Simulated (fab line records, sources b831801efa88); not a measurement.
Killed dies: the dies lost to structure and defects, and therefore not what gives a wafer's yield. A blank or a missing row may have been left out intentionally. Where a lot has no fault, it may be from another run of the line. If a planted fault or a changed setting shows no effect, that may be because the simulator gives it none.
fab line records / flow sky130
record lots=6 wafers=18 lastDay=49
route steps=708 shown CAPM@554 METAL3@555 PAD_OPEN@708
lots that met no fault: from a run of the same line without faults
startH: hours from the record's opening day to when the first of the lot's shown wafers began / waitH: time in hours since the lot's previous step / " identical to the entry in the row above / L1.1+2: one row covering several wafers at once / - no value, or no start given / * or withheld: withheld / < > ~ a bound
route shown NAME@n: names a module that has steps shown in the file, with the first one's number in the route / usual: the fault-free wafers' mean and standard deviation / same: alike in all rows / chamber/n: place in a boat / sites: each site's reading / _std_site: how widely they spread, as a standard deviation / _edge_site: the outer-site mean with the inner-site mean subtracted / radiusMm: for every site, how far away it sits from the centre of the wafer / mask NAME#n: copy n / behind: the most recent tool/chamber to have shaped the wafer / hold: why the lot was held/for how many hours/how that ended / device: whichever transistor did not switch (one of n, p or np) / end of line: the same wafers' tests at the end of the route / where a step has no rows: the recipe by itself / killed: dies lost to structure and defects at the first sort, not the wafer's yield / map: per-die view of a wafer (x killed, . not killed, _ where there is no die)
set.NAME: the setting as run; set.NAME@STEP: as run at that earlier step / model.NAME: the simulator's own value behind a step, which no gauge read
certain route steps with their lots: each step a table, each wafer a row
services: a tool's chamber out of use, with start hour (startH, from the record's first day; less than 0 if before it), hours out, and reason
## steps
# step SKY_CAPM_CLEAN_17
# recipe chemistry=O3/DIW dry=n2Spin
# step SKY_METAL3_DEHYDRATE_05
# recipe tempC=200 timeS=60
# step SKY_METAL3_HMDS_06
# recipe primeTimeS=60 primeTempC=120
# step SKY_METAL3_COAT_07
# recipe resist=BARC tempC=withheld timeS=withheld spinRpm=3000 resistThkNm=60
# step SKY_METAL3_COAT_08
# recipe resist=KrF-thick spinRpm=3000 resistThkNm=1140
# step SKY_METAL3_SOFTBAKE_09
# recipe tempC=100 timeS=90 resist=KrF-thick
# step SKY_METAL3_EXPOSE_10
# recipe maskId=MM3 na=0.68 sourceShape=annular sigmaInner=0.4 sigmaOuter=0.8 targetCdNm=300 doseMj=28
# step SKY_METAL3_PEB_11
# recipe pebTempC=withheld pebTimeS=withheld resist=KrF-thick
# step SKY_METAL3_DEVELOP_12
# recipe developTimeS=60 resist=KrF-thick devTempC=21
# step SKY_METAL3_CD_MEAS_13
# recipe targetCdNm=300
# usual cdNm=300.4/1.2
lot.wafer=L150.3 tool=cdSem-01 chamber=- startH=895.71 waitH=- cdNm=300.7
lot.wafer=L150.4 tool=cdSem-01 chamber=- startH=895.71 waitH=- cdNm=299.2
lot.wafer=L150.5 tool=cdSem-01 chamber=- startH=895.71 waitH=- cdNm=299.9
lot.wafer=L159.1 tool=cdSem-01 chamber=- startH=972.89 waitH=- cdNm=300.8
lot.wafer=L159.2 tool=cdSem-01 chamber=- startH=972.89 waitH=- cdNm=299.3
lot.wafer=L159.4 tool=cdSem-01 chamber=- startH=972.89 waitH=- cdNm=301.0
lot.wafer=L160.4 tool=cdSem-02 chamber=- startH=981.53 waitH=- cdNm=299.2
lot.wafer=L160.5 tool=cdSem-02 chamber=- startH=981.53 waitH=- cdNm=300.2
lot.wafer=L160.6 tool=cdSem-02 chamber=- startH=981.53 waitH=- cdNm=300.6
lot.wafer=L165.1 tool=cdSem-02 chamber=- startH=1008.37 waitH=- cdNm=301.9
lot.wafer=L165.4 tool=cdSem-02 chamber=- startH=1008.37 waitH=- cdNm=302.2
lot.wafer=L165.6 tool=cdSem-02 chamber=- startH=1008.37 waitH=- cdNm=299.7
lot.wafer=L168.1 tool=cdSem-01 chamber=- startH=1021.49 waitH=- cdNm=298.5
lot.wafer=L168.2 tool=cdSem-01 chamber=- startH=1021.49 waitH=- cdNm=298.2
lot.wafer=L168.6 tool=cdSem-01 chamber=- startH=1021.49 waitH=- cdNm=298.3
lot.wafer=L169.3 tool=cdSem-01 chamber=- startH=1041.33 waitH=- cdNm=300.7
lot.wafer=L169.4 tool=cdSem-01 chamber=- startH=1041.33 waitH=- cdNm=301.1
lot.wafer=L169.6 tool=cdSem-01 chamber=- startH=1041.33 waitH=- cdNm=301.1
# step SKY_METAL3_OVL_MEAS_14
# usual METAL3_OVL=1/6.4
lot.wafer=L150.3 tool=overlay-01 chamber=- startH=895.80 waitH=0.1 METAL3_OVL[nm]=14
lot.wafer=L150.4 tool=overlay-01 chamber=- startH=895.80 waitH=0.1 METAL3_OVL[nm]=9
lot.wafer=L150.5 tool=overlay-01 chamber=- startH=895.80 waitH=0.1 METAL3_OVL[nm]=12
lot.wafer=L159.1 tool=overlay-02 chamber=- startH=973.01 waitH=0.1 METAL3_OVL[nm]=-4
lot.wafer=L159.2 tool=overlay-02 chamber=- startH=973.01 waitH=0.1 METAL3_OVL[nm]=-5
lot.wafer=L159.4 tool=overlay-02 chamber=- startH=973.01 waitH=0.1 METAL3_OVL[nm]=5
lot.wafer=L160.4 tool=overlay-02 chamber=- startH=981.61 waitH=0.1 METAL3_OVL[nm]=3
lot.wafer=L160.5 tool=overlay-02 chamber=- startH=981.61 waitH=0.1 METAL3_OVL[nm]=-5
lot.wafer=L160.6 tool=overlay-02 chamber=- startH=981.61 waitH=0.1 METAL3_OVL[nm]=-4
lot.wafer=L165.1 tool=overlay-02 chamber=- startH=1008.49 waitH=0.1 METAL3_OVL[nm]=6
lot.wafer=L165.4 tool=overlay-02 chamber=- startH=1008.49 waitH=0.1 METAL3_OVL[nm]=1
lot.wafer=L165.6 tool=overlay-02 chamber=- startH=1008.49 waitH=0.1 METAL3_OVL[nm]=2
lot.wafer=L168.1 tool=overlay-01 chamber=- startH=1021.61 waitH=0.1 METAL3_OVL[nm]=3
lot.wafer=L168.2 tool=overlay-01 chamber=- startH=1021.61 waitH=0.1 METAL3_OVL[nm]=8
lot.wafer=L168.6 tool=overlay-01 chamber=- startH=1021.61 waitH=0.1 METAL3_OVL[nm]=5
lot.wafer=L169.3 tool=overlay-02 chamber=- startH=1041.43 waitH=0.1 METAL3_OVL[nm]=1
lot.wafer=L169.4 tool=overlay-02 chamber=- startH=1041.43 waitH=0.1 METAL3_OVL[nm]=-1
lot.wafer=L169.6 tool=overlay-02 chamber=- startH=1041.43 waitH=0.1 METAL3_OVL[nm]=-5
# step SKY_METAL3_DESCUM_15
# recipe chemistry=O2 sourcePowerW=150 biasPowerW=0 pressureMtorr=10 tempC=40 timeS=8
# usual drypumpMotorCurrentA=5.7/0.39 oesProductAu=0.999/0.01
lot.wafer=L150.3 tool=rieMetal-02 chamber=0 startH=895.84 waitH=0.0 drypumpMotorCurrentA=6.2 oesProductAu=0.987 rfHoursCounterH=-
lot.wafer=L150.4 tool=rieMetal-02 chamber=1 startH=895.84 waitH=0.0 drypumpMotorCurrentA=5.5 oesProductAu=0.990 rfHoursCounterH=-
lot.wafer=L150.5 tool=rieMetal-02 chamber=1 startH=895.84 waitH=0.0 drypumpMotorCurrentA=5.5 oesProductAu=0.986 rfHoursCounterH=-
lot.wafer=L159.1 tool=rieMetal-02 chamber=0 startH=973.05 waitH=0.0 drypumpMotorCurrentA=6.2 oesProductAu=0.987 rfHoursCounterH=5
lot.wafer=L159.2 tool=rieMetal-02 chamber=1 startH=973.05 waitH=0.0 drypumpMotorCurrentA=5.5 oesProductAu=1.014 rfHoursCounterH=2
lot.wafer=L159.4 tool=rieMetal-02 chamber=0 startH=973.05 waitH=0.0 drypumpMotorCurrentA=6.2 oesProductAu=0.995 rfHoursCounterH=-
lot.wafer=L160.4 tool=rieMetal-02 chamber=0 startH=981.64 waitH=0.0 drypumpMotorCurrentA=6.2 oesProductAu=1.001 rfHoursCounterH=-
lot.wafer=L160.5 tool=rieMetal-02 chamber=0 startH=981.64 waitH=0.0 drypumpMotorCurrentA=6.2 oesProductAu=0.986 rfHoursCounterH=-
lot.wafer=L160.6 tool=rieMetal-02 chamber=1 startH=981.64 waitH=0.0 drypumpMotorCurrentA=5.5 oesProductAu=1.006 rfHoursCounterH=-
lot.wafer=L165.1 tool=rieMetal-01 chamber=1 startH=1008.53 waitH=0.0 drypumpMotorCurrentA=5.7 oesProductAu=0.997 rfHoursCounterH=18
lot.wafer=L165.4 tool=rieMetal-01 chamber=1 startH=1008.53 waitH=0.0 drypumpMotorCurrentA=5.7 oesProductAu=1.012 rfHoursCounterH=-
lot.wafer=L165.6 tool=rieMetal-01 chamber=1 startH=1008.53 waitH=0.0 drypumpMotorCurrentA=5.7 oesProductAu=1.001 rfHoursCounterH=-
lot.wafer=L168.1 tool=rieMetal-04 chamber=1 startH=1021.65 waitH=0.0 drypumpMotorCurrentA=6.0 oesProductAu=1.013 rfHoursCounterH=18
lot.wafer=L168.2 tool=rieMetal-04 chamber=0 startH=1021.65 waitH=0.0 drypumpMotorCurrentA=5.1 oesProductAu=1.015 rfHoursCounterH=8
lot.wafer=L168.6 tool=rieMetal-04 chamber=0 startH=1021.65 waitH=0.0 drypumpMotorCurrentA=5.1 oesProductAu=1.014 rfHoursCounterH=-
lot.wafer=L169.3 tool=rieMetal-01 chamber=1 startH=1041.46 waitH=0.0 drypumpMotorCurrentA=5.7 oesProductAu=0.986 rfHoursCounterH=-
lot.wafer=L169.4 tool=rieMetal-01 chamber=0 startH=1041.46 waitH=0.0 drypumpMotorCurrentA=5.5 oesProductAu=1.009 rfHoursCounterH=-
lot.wafer=L169.6 tool=rieMetal-01 chamber=0 startH=1041.46 waitH=0.0 drypumpMotorCurrentA=5.5 oesProductAu=0.999 rfHoursCounterH=-
# step SKY_METAL3_ETCH_16
# recipe chemistry=N2/H2 target=BARC ionEnergyEv=200 biasW=100 pressureMtorr=30 n2FlowSccm=100 h2FlowSccm=200 icpW=500 stopOn=SiO2 timeS=88.2 targetDepthA=600
# usual drypumpMotorCurrentA=5.7/0.39 oesProductAu=0.626/0.0047 runLengthS=116.6/0.39 throttleValvePct=13.206/0.0089
lot.wafer=L150.3 tool=rieMetal-02 chamber=0 startH=895.89 waitH=0.0 drypumpMotorCurrentA=6.2 oesProductAu=0.622 rfHoursCounterH=- runLengthS=117.1 throttleValvePct=13.210 model.KrF-thick_of_METAL3_COAT_08.thkNm=1082 model.METAL3.cdNm=301.2 model.SiO2_of_CAPM_CVD_00.thkNm=15.55
lot.wafer=L150.4 tool=rieMetal-02 chamber=1 startH=895.89 waitH=0.0 drypumpMotorCurrentA=5.5 oesProductAu=0.624 rfHoursCounterH=- runLengthS=116.2 throttleValvePct=13.221 model.KrF-thick_of_METAL3_COAT_08.thkNm=1080 model.METAL3.cdNm=299.8 model.SiO2_of_CAPM_CVD_00.thkNm=15.4
lot.wafer=L150.5 tool=rieMetal-02 chamber=1 startH=895.89 waitH=0.0 drypumpMotorCurrentA=5.5 oesProductAu=0.631 rfHoursCounterH=- runLengthS=116.3 throttleValvePct=13.214 model.KrF-thick_of_METAL3_COAT_08.thkNm=1085 model.METAL3.cdNm=300.3 model.SiO2_of_CAPM_CVD_00.thkNm=15.51
lot.wafer=L159.1 tool=rieMetal-02 chamber=0 startH=973.08 waitH=0.0 drypumpMotorCurrentA=6.2 oesProductAu=0.598 rfHoursCounterH=5 runLengthS=130.5 throttleValvePct=13.211 model.KrF-thick_of_METAL3_COAT_08.thkNm=1068 model.METAL3.cdNm=297.8 model.SiO2_of_CAPM_CVD_00.thkNm=14.76
lot.wafer=L159.2 tool=rieMetal-02 chamber=1 startH=973.08 waitH=0.0 drypumpMotorCurrentA=5.5 oesProductAu=0.594 rfHoursCounterH=2 runLengthS=129.7 throttleValvePct=13.204 model.KrF-thick_of_METAL3_COAT_08.thkNm=1063 model.METAL3.cdNm=296.6 model.SiO2_of_CAPM_CVD_00.thkNm=14.58
lot.wafer=L159.4 tool=rieMetal-02 chamber=0 startH=973.08 waitH=0.0 drypumpMotorCurrentA=6.2 oesProductAu=0.597 rfHoursCounterH=- runLengthS=130.5 throttleValvePct=13.194 model.KrF-thick_of_METAL3_COAT_08.thkNm=1069 model.METAL3.cdNm=297.7 model.SiO2_of_CAPM_CVD_00.thkNm=15.06
lot.wafer=L160.4 tool=rieMetal-02 chamber=0 startH=981.69 waitH=0.0 drypumpMotorCurrentA=6.2 oesProductAu=0.592 rfHoursCounterH=- runLengthS=130.5 throttleValvePct=13.206 model.KrF-thick_of_METAL3_COAT_08.thkNm=1064 model.METAL3.cdNm=294.8 model.SiO2_of_CAPM_CVD_00.thkNm=15.16
lot.wafer=L160.5 tool=rieMetal-02 chamber=0 startH=981.69 waitH=0.0 drypumpMotorCurrentA=6.2 oesProductAu=0.590 rfHoursCounterH=- runLengthS=130.8 throttleValvePct=13.201 model.KrF-thick_of_METAL3_COAT_08.thkNm=1061 model.METAL3.cdNm=296.3 model.SiO2_of_CAPM_CVD_00.thkNm=14.96
lot.wafer=L160.6 tool=rieMetal-02 chamber=1 startH=981.69 waitH=0.0 drypumpMotorCurrentA=5.5 oesProductAu=0.587 rfHoursCounterH=- runLengthS=130.3 throttleValvePct=13.197 model.KrF-thick_of_METAL3_COAT_08.thkNm=1060 model.METAL3.cdNm=298.6 model.SiO2_of_CAPM_CVD_00.thkNm=15.03
lot.wafer=L165.1 tool=rieMetal-01 chamber=1 startH=1008.56 waitH=0.0 drypumpMotorCurrentA=5.7 oesProductAu=0.629 rfHoursCounterH=18 runLengthS=117.5 throttleValvePct=13.213 model.KrF-thick_of_METAL3_COAT_08.thkNm=1075 model.METAL3.cdNm=303.3 model.SiO2_of_CAPM_CVD_00.thkNm=15.7
lot.wafer=L165.4 tool=rieMetal-01 chamber=1 startH=1008.56 waitH=0.0 drypumpMotorCurrentA=5.7 oesProductAu=0.623 rfHoursCounterH=- runLengthS=117.9 throttleValvePct=13.210 model.KrF-thick_of_METAL3_COAT_08.thkNm=1070 model.METAL3.cdNm=303.2 model.SiO2_of_CAPM_CVD_00.thkNm=16.06
lot.wafer=L165.6 tool=rieMetal-01 chamber=1 startH=1008.56 waitH=0.0 drypumpMotorCurrentA=5.7 oesProductAu=0.622 rfHoursCounterH=- runLengthS=117.2 throttleValvePct=13.216 model.KrF-thick_of_METAL3_COAT_08.thkNm=1072 model.METAL3.cdNm=300.2 model.SiO2_of_CAPM_CVD_00.thkNm=15.84
lot.wafer=L168.1 tool=rieMetal-04 chamber=1 startH=1021.68 waitH=0.0 drypumpMotorCurrentA=6.0 oesProductAu=0.623 rfHoursCounterH=18 runLengthS=116.6 throttleValvePct=13.201 model.KrF-thick_of_METAL3_COAT_08.thkNm=1078 model.METAL3.cdNm=300 model.SiO2_of_CAPM_CVD_00.thkNm=15.69
lot.wafer=L168.2 tool=rieMetal-04 chamber=0 startH=1021.68 waitH=0.0 drypumpMotorCurrentA=5.1 oesProductAu=0.626 rfHoursCounterH=8 runLengthS=116.6 throttleValvePct=13.204 model.KrF-thick_of_METAL3_COAT_08.thkNm=1076 model.METAL3.cdNm=298.7 model.SiO2_of_CAPM_CVD_00.thkNm=15.57
lot.wafer=L168.6 tool=rieMetal-04 chamber=0 startH=1021.68 waitH=0.0 drypumpMotorCurrentA=5.1 oesProductAu=0.620 rfHoursCounterH=- runLengthS=116.5 throttleValvePct=13.193 model.KrF-thick_of_METAL3_COAT_08.thkNm=1080 model.METAL3.cdNm=298.7 model.SiO2_of_CAPM_CVD_00.thkNm=15.79
lot.wafer=L169.3 tool=rieMetal-01 chamber=1 startH=1041.51 waitH=0.0 drypumpMotorCurrentA=5.7 oesProductAu=0.623 rfHoursCounterH=- runLengthS=117.4 throttleValvePct=13.206 model.KrF-thick_of_METAL3_COAT_08.thkNm=1078 model.METAL3.cdNm=301.6 model.SiO2_of_CAPM_CVD_00.thkNm=15.68
lot.wafer=L169.4 tool=rieMetal-01 chamber=0 startH=1041.51 waitH=0.0 drypumpMotorCurrentA=5.5 oesProductAu=0.625 rfHoursCounterH=- runLengthS=116.7 throttleValvePct=13.202 model.KrF-thick_of_METAL3_COAT_08.thkNm=1076 model.METAL3.cdNm=302.1 model.SiO2_of_CAPM_CVD_00.thkNm=15.69
lot.wafer=L169.6 tool=rieMetal-01 chamber=0 startH=1041.51 waitH=0.0 drypumpMotorCurrentA=5.5 oesProductAu=0.619 rfHoursCounterH=- runLengthS=116.4 throttleValvePct=13.201 model.KrF-thick_of_METAL3_COAT_08.thkNm=1081 model.METAL3.cdNm=301.4 model.SiO2_of_CAPM_CVD_00.thkNm=15.73
# step SKY_METAL3_ETCH_17
# recipe target=SiO2 stopOn=TiN chemistry=C4F8/O2/Ar sourceW=1500 biasW=1200 pressureMtorr=40 c4f8FlowSccm=withheld O2_flow_sccm=6 Ar_flow_sccm=300 timeS=3.9 targetDepthA=150
# usual oesProductAu=0.754/0.007
lot.wafer=L150.3 tool=rieDiel-02 chamber=0 startH=895.96 waitH=0.0 oesProductAu=0.753 rfHoursCounterH=12 model.METAL3.cdNm=301.3 model.etch.depthNm=15.55
lot.wafer=L150.4 tool=rieDiel-02 chamber=3 startH=895.96 waitH=0.0 oesProductAu=0.752 rfHoursCounterH=20 model.METAL3.cdNm=299.8 model.etch.depthNm=15.4
lot.wafer=L150.5 tool=rieDiel-02 chamber=1 startH=895.96 waitH=0.0 oesProductAu=0.760 rfHoursCounterH=- model.METAL3.cdNm=300.3 model.etch.depthNm=15.51
lot.wafer=L159.1 tool=rieDiel-03 chamber=3 startH=973.18 waitH=0.1 oesProductAu=0.739 rfHoursCounterH=11 model.METAL3.cdNm=297.9 model.etch.depthNm=14.76
lot.wafer=L159.2 tool=rieDiel-03 chamber=1 startH=973.18 waitH=0.1 oesProductAu=0.738 rfHoursCounterH=9 model.METAL3.cdNm=296.6 model.etch.depthNm=14.58
lot.wafer=L159.4 tool=rieDiel-03 chamber=2 startH=973.18 waitH=0.1 oesProductAu=0.737 rfHoursCounterH=7 model.METAL3.cdNm=297.6 model.etch.depthNm=15.06
lot.wafer=L160.4 tool=rieDiel-01 chamber=2 startH=981.76 waitH=0.0 oesProductAu=0.743 rfHoursCounterH=18 model.METAL3.cdNm=294.7 model.etch.depthNm=15.16
lot.wafer=L160.5 tool=rieDiel-01 chamber=3 startH=981.76 waitH=0.0 oesProductAu=0.745 rfHoursCounterH=- model.METAL3.cdNm=296.4 model.etch.depthNm=14.96
lot.wafer=L160.6 tool=rieDiel-01 chamber=2 startH=981.76 waitH=0.0 oesProductAu=0.750 rfHoursCounterH=- model.METAL3.cdNm=298.5 model.etch.depthNm=15.03
lot.wafer=L165.1 tool=rieDiel-02 chamber=2 startH=1008.66 waitH=0.1 oesProductAu=0.763 rfHoursCounterH=22 model.METAL3.cdNm=303.3 model.etch.depthNm=15.7
lot.wafer=L165.4 tool=rieDiel-02 chamber=1 startH=1008.66 waitH=0.1 oesProductAu=0.771 rfHoursCounterH=21 model.METAL3.cdNm=303.3 model.etch.depthNm=16.06
lot.wafer=L165.6 tool=rieDiel-02 chamber=3 startH=1008.66 waitH=0.1 oesProductAu=0.757 rfHoursCounterH=- model.METAL3.cdNm=300.1 model.etch.depthNm=15.84
lot.wafer=L168.1 tool=rieDiel-01 chamber=0 startH=1021.78 waitH=0.1 oesProductAu=0.756 rfHoursCounterH=21 model.METAL3.cdNm=300.1 model.etch.depthNm=15.69
lot.wafer=L168.2 tool=rieDiel-01 chamber=1 startH=1021.78 waitH=0.1 oesProductAu=0.756 rfHoursCounterH=16 model.METAL3.cdNm=298.7 model.etch.depthNm=15.57
lot.wafer=L168.6 tool=rieDiel-01 chamber=2 startH=1021.78 waitH=0.1 oesProductAu=0.762 rfHoursCounterH=- model.METAL3.cdNm=298.7 model.etch.depthNm=15.79
lot.wafer=L169.3 tool=rieDiel-01 chamber=0 startH=1041.58 waitH=0.0 oesProductAu=0.763 rfHoursCounterH=22 model.METAL3.cdNm=301.6 model.etch.depthNm=15.68
lot.wafer=L169.4 tool=rieDiel-01 chamber=0 startH=1041.58 waitH=0.0 oesProductAu=0.758 rfHoursCounterH=- model.METAL3.cdNm=302.1 model.etch.depthNm=15.69
lot.wafer=L169.6 tool=rieDiel-01 chamber=1 startH=1041.58 waitH=0.0 oesProductAu=0.754 rfHoursCounterH=- model.METAL3.cdNm=301.4 model.etch.depthNm=15.73
# step SKY_METAL3_METAL_ETCH_18
# recipe targetDepthA=8450 stopOn=SiO2 overEtchFrac=0.3 timeS=183.1 chemistry=Cl2/BCl3 resistSidewallDeg=88 pressureMtorr=10 icpW=900 biasW=48.5 Cl2_flow_sccm=60 bcl3FlowSccm=30
# usual drypumpMotorCurrentA=5.6/0.34 mfcCl2Sccm=59.97/0.16 oesProductAu=0.865/0.006 runLengthS=211.5/0.42 throttleValvePct=22.264/0.0092
lot.wafer=L150.3 tool=rieMetal-04 chamber=1 startH=896.04 waitH=0.1 drypumpMotorCurrentA=6.0 mfcCl2Sccm=59.73 oesProductAu=0.857 rfHoursCounterH=- runLengthS=211.1 throttleValvePct=22.283
lot.wafer=L150.4 tool=rieMetal-04 chamber=0 startH=896.04 waitH=0.1 drypumpMotorCurrentA=5.1 mfcCl2Sccm=60.00 oesProductAu=0.884 rfHoursCounterH=- runLengthS=211.3 throttleValvePct=22.268
lot.wafer=L150.5 tool=rieMetal-04 chamber=0 startH=896.04 waitH=0.1 drypumpMotorCurrentA=5.1 mfcCl2Sccm=59.83 oesProductAu=0.853 rfHoursCounterH=- runLengthS=211.7 throttleValvePct=22.252
lot.wafer=L159.1 tool=rieMetal-04 chamber=1 startH=973.20 waitH=0.0 drypumpMotorCurrentA=6.0 mfcCl2Sccm=60.12 oesProductAu=0.868 rfHoursCounterH=15 runLengthS=210.8 throttleValvePct=22.256
lot.wafer=L159.2 tool=rieMetal-04 chamber=0 startH=973.20 waitH=0.0 drypumpMotorCurrentA=5.1 mfcCl2Sccm=59.90 oesProductAu=0.865 rfHoursCounterH=5 runLengthS=211.4 throttleValvePct=22.272
lot.wafer=L159.4 tool=rieMetal-04 chamber=1 startH=973.20 waitH=0.0 drypumpMotorCurrentA=6.0 mfcCl2Sccm=60.15 oesProductAu=0.868 rfHoursCounterH=- runLengthS=211.1 throttleValvePct=22.264
lot.wafer=L160.4 tool=rieMetal-04 chamber=1 startH=981.84 waitH=0.1 drypumpMotorCurrentA=6.0 mfcCl2Sccm=60.03 oesProductAu=0.868 rfHoursCounterH=- runLengthS=211.4 throttleValvePct=22.274
lot.wafer=L160.5 tool=rieMetal-04 chamber=0 startH=981.84 waitH=0.1 drypumpMotorCurrentA=5.1 mfcCl2Sccm=59.96 oesProductAu=0.867 rfHoursCounterH=- runLengthS=211.2 throttleValvePct=22.266
lot.wafer=L160.6 tool=rieMetal-04 chamber=1 startH=981.84 waitH=0.1 drypumpMotorCurrentA=6.0 mfcCl2Sccm=59.86 oesProductAu=0.868 rfHoursCounterH=- runLengthS=210.9 throttleValvePct=22.271
lot.wafer=L165.1 tool=rieMetal-04 chamber=0 startH=1008.68 waitH=0.0 drypumpMotorCurrentA=5.1 mfcCl2Sccm=60.08 oesProductAu=0.884 rfHoursCounterH=7 runLengthS=211.4 throttleValvePct=22.261
lot.wafer=L165.4 tool=rieMetal-04 chamber=1 startH=1008.68 waitH=0.0 drypumpMotorCurrentA=6.0 mfcCl2Sccm=60.12 oesProductAu=0.864 rfHoursCounterH=- runLengthS=211.0 throttleValvePct=22.263
lot.wafer=L165.6 tool=rieMetal-04 chamber=1 startH=1008.68 waitH=0.0 drypumpMotorCurrentA=6.0 mfcCl2Sccm=60.20 oesProductAu=0.873 rfHoursCounterH=- runLengthS=210.9 throttleValvePct=22.285
lot.wafer=L168.1 tool=rieMetal-01 chamber=1 startH=1021.80 waitH=0.0 drypumpMotorCurrentA=5.7 mfcCl2Sccm=59.81 oesProductAu=0.853 rfHoursCounterH=19 runLengthS=212.0 throttleValvePct=22.261
lot.wafer=L168.2 tool=rieMetal-01 chamber=0 startH=1021.80 waitH=0.0 drypumpMotorCurrentA=5.4 mfcCl2Sccm=59.93 oesProductAu=0.853 rfHoursCounterH=17 runLengthS=211.4 throttleValvePct=22.257
lot.wafer=L168.6 tool=rieMetal-01 chamber=1 startH=1021.80 waitH=0.0 drypumpMotorCurrentA=5.7 mfcCl2Sccm=59.80 oesProductAu=0.861 rfHoursCounterH=- runLengthS=212.2 throttleValvePct=22.281
lot.wafer=L169.3 tool=rieMetal-04 chamber=1 startH=1041.66 waitH=0.1 drypumpMotorCurrentA=6.0 mfcCl2Sccm=59.82 oesProductAu=0.865 rfHoursCounterH=- runLengthS=211.3 throttleValvePct=22.252
lot.wafer=L169.4 tool=rieMetal-04 chamber=0 startH=1041.66 waitH=0.1 drypumpMotorCurrentA=5.1 mfcCl2Sccm=60.33 oesProductAu=0.874 rfHoursCounterH=- runLengthS=211.2 throttleValvePct=22.255
lot.wafer=L169.6 tool=rieMetal-04 chamber=0 startH=1041.66 waitH=0.1 drypumpMotorCurrentA=5.1 mfcCl2Sccm=60.32 oesProductAu=0.871 rfHoursCounterH=- runLengthS=211.2 throttleValvePct=22.271
# step SKY_PAD_OPEN_PROBE_99
# usual defectLimitedYield=82.5/2.1 killed_at_M0_to_M3=43/7.7 killed_at_M4_up=2.9/1.9 killedAtContacts=24/5.9 killedAtFrontEnd=16/5.1 killedAtOther=0.3/0.63 killedDies=86/10 killedOpen=47/7.6 killedShort=39/6.8 sort_bin_3_pad_short=0.8/0.44 sort_bin_5_function=10.4/1.6 sort_bin_6_memory=6.3/1.1 sortNPass=406/10 sortYieldPct=82.5/2.1
# same grossDies=492 killedAtBackSide=0 sort_bin_4_leakage[%]=0 sort_bin_8_speed[%]=0
lot.wafer=L169.3 tool=prober-01 chamber=- startH=1184.01 waitH=0.2 defectLimitedYield[%]=81.1 killed_at_M0_to_M3=42 killed_at_M4_up=4 killedAtContacts=25 killedAtFrontEnd=21 killedAtOther=1 killedDies=93 killedOpen=50 killedShort=43 sort_bin_3_pad_short[%]=0.4 sort_bin_5_function[%]=12.4 sort_bin_6_memory[%]=6.1 sortNPass=399 sortYieldPct[%]=81.1
lot.wafer=L169.4 tool=prober-01 chamber=- startH=1184.06 waitH=0.2 defectLimitedYield[%]=80.1 killed_at_M0_to_M3=56 killed_at_M4_up=4 killedAtContacts=18 killedAtFrontEnd=20 killedAtOther=0 killedDies=98 killedOpen=46 killedShort=52 sort_bin_3_pad_short[%]=1.2 sort_bin_5_function[%]=11.8 sort_bin_6_memory[%]=6.9 sortNPass=394 sortYieldPct[%]=80.1
lot.wafer=L169.6 tool=prober-01 chamber=- startH=1184.16 waitH=0.2 defectLimitedYield[%]=82.1 killed_at_M0_to_M3=48 killed_at_M4_up=4 killedAtContacts=19 killedAtFrontEnd=17 killedAtOther=0 killedDies=88 killedOpen=42 killedShort=46 sort_bin_3_pad_short[%]=1.0 sort_bin_5_function[%]=9.8 sort_bin_6_memory[%]=7.1 sortNPass=404 sortYieldPct[%]=82.1
# killed by level:class
L169.3 VIA2:geometricParticle:open=9 VIA1:geometricParticle:open=8 LI_CONTACT:geometricParticle:open=7 CONTACT:geometricParticle:open=7 POLY_GATE:geometricParticle:short=6 LOCAL_INTERCONNECT:geometricParticle:short=6 METAL1:geometricParticle:short=6 METAL2:geometricParticle:short=5
L169.4 VIA1:geometricParticle:open=19 VIA1:geometricParticle:short=10 POLY_GATE:geometricParticle:short=6 LOCAL_INTERCONNECT:geometricParticle:short=6 CONTACT:geometricParticle:open=6 METAL1:geometricParticle:short=6 VIA3:geometricParticle:open=6 METAL2:geometricParticle:short=6
L169.6 VIA1:geometricParticle:open=10 METAL2:geometricParticle:short=9 VIA2:geometricParticle:open=7 LOCAL_INTERCONNECT:geometricParticle:short=5 VIA1:geometricParticle:short=5 VIA3:geometricParticle:open=5 FIELD_ISO:geometricParticle:short=4 METAL1:geometricParticle:short=4
## services
tool=rieDiel-01 chamber=2 startH=884.37 hours=3.4 kind=repair
tool=rieMetal-04 chamber=1 startH=909.61 hours=2.4 kind=repair
tool=rieMetal-02 chamber=1 startH=911.93 hours=- kind=clean
tool=rieMetal-02 chamber=1 startH=911.93 hours=15.1 kind=scheduledDown
tool=rieMetal-02 chamber=1 startH=911.93 hours=15.1 kind=ventCycle
tool=rieDiel-03 chamber=2 startH=918.66 hours=5.6 kind=repair
tool=rieDiel-02 chamber=1 startH=942.26 hours=4.1 kind=repair
tool=rieDiel-01 chamber=2 startH=960.45 hours=14.4 kind=repair
tool=rieMetal-01 chamber=1 startH=981.71 hours=21.0 kind=repair
tool=rieDiel-02 chamber=0 startH=981.83 hours=18.1 kind=repair
tool=rieDiel-02 chamber=- startH=992.20 hours=0.8 kind=repair
tool=rieDiel-01 chamber=0 startH=1008.25 hours=7.5 kind=repair
tool=rieDiel-01 chamber=1 startH=1009.36 hours=1.3 kind=repair
tool=rieDiel-01 chamber=0 startH=1016.01 hours=5.3 kind=repair
tool=rieDiel-01 chamber=2 startH=1029.59 hours=14.3 kind=repair
tool=rieDiel-02 chamber=0 startH=1040.57 hours=7.0 kind=repair
## key
firstSign step=SKY_METAL3_ETCH_16 reading=runLengthS direction=up sigmas=35 usual=* struck=*
effect step=SKY_METAL3_ETCH_16 reading=oesProductAu direction=down sigmas=7 usual=0.626 struck=0.593
modelEffect step=SKY_METAL3_ETCH_16 value=KrF-thick_of_METAL3_COAT_08.thkNm without=1072 struck=1064
modelEffect step=SKY_METAL3_ETCH_17 value=METAL3.cdNm without=299.5 struck=297
metAt SKY_METAL3_ETCH_16
struckWafers L159.1,L159.2,L159.4,L160.4,L160.5,L160.6
onsetBetween 895.89 973.08
fault kind=processParameterDrift tool=rieMetal-02 chamber=- onsetH=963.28 steps=SKY_METAL3_ETCH_16 channel=timeS offset=* shape=step endH=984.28 actsIn=* stated=*
